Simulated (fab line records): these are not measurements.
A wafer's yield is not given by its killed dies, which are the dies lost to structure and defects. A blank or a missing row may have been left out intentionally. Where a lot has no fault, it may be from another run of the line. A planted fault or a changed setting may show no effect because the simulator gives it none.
Chamber matching ; flow sky130 ; SKY_CAP2M_CVD_00 on pecvd-02 has 3 sister chambers
The step deposits SiO2, target thk 15.5 nm. 16 wafers are shown with their chamber, then 8 later ones without.

WAFERS WITH THEIR CHAMBER
wafer;chamber;heater power w (W);susceptor temp C (C)
L075.2;0;733;400.21
L075.3;1;664;400.21
L075.4;1;664;399.99
L081.2;0;854;400.12
L081.5;1;582;399.64
L081.6;2;762;400.05
L083.1;2;720;399.84
L083.2;1;640;399.90
L083.5;2;718;399.87
L087.2;1;624;400.50
L087.4;0;854;400.01
L087.6;1;630;400.10
L089.1;1;583;400.22
L089.3;2;734;400.07
L089.6;2;739;399.89
L091.3;1;697;400.23

SIGNATURES, as means of the wafers listed above
reading;chamber 0;chamber 1;chamber 2;scatter within a chamber
heater power w;813.67;635.50;734.60;41.4
susceptor temp C;400.1133;400.0987;399.9440;0.203
Rule: a wafer lies at a distance from a chamber equal to the root of the sum of squares, over the readings, of (its reading less the chamber's mean, divided by the reading's scatter). The wafer belongs to the nearest chamber; if the next one is less than 2 further off, it can't be placed. The scatter: take each reading less its chamber's mean, square it, sum over the shown wafers, divide by the number of wafers less the number of chambers, and take the root.

WAFERS MISSING THEIR CHAMBER
wafer;heater power w (W);susceptor temp C (C)
L091.4;774;400.19
L091.5;694;400.28
L094.3;745;400.13
L094.4;664;400.00
L094.6;857;400.02
L097.1;820;400.18
L097.5;620;399.93
L097.6;807;400.10

WHICH CHAMBER EACH WENT THROUGH
wafer;from the rows above;in truth
L091.4;can't be placed: 0 or 2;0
L091.5;can't be placed: 1 or 2 or 0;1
L094.3;can't be placed: 2 or 0 or 1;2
L094.4;can't be placed: 1 or 2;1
L094.6;can't be placed: 0 or 2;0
L097.1;0;0
L097.5;can't be placed: 1 or 2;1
L097.6;can't be placed: 0 or 2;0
Correctly placed: 1 of 8. Unplaceable from these rows: 7, with the true chamber sitting among the candidates in 7. Wrongly placed: 0.
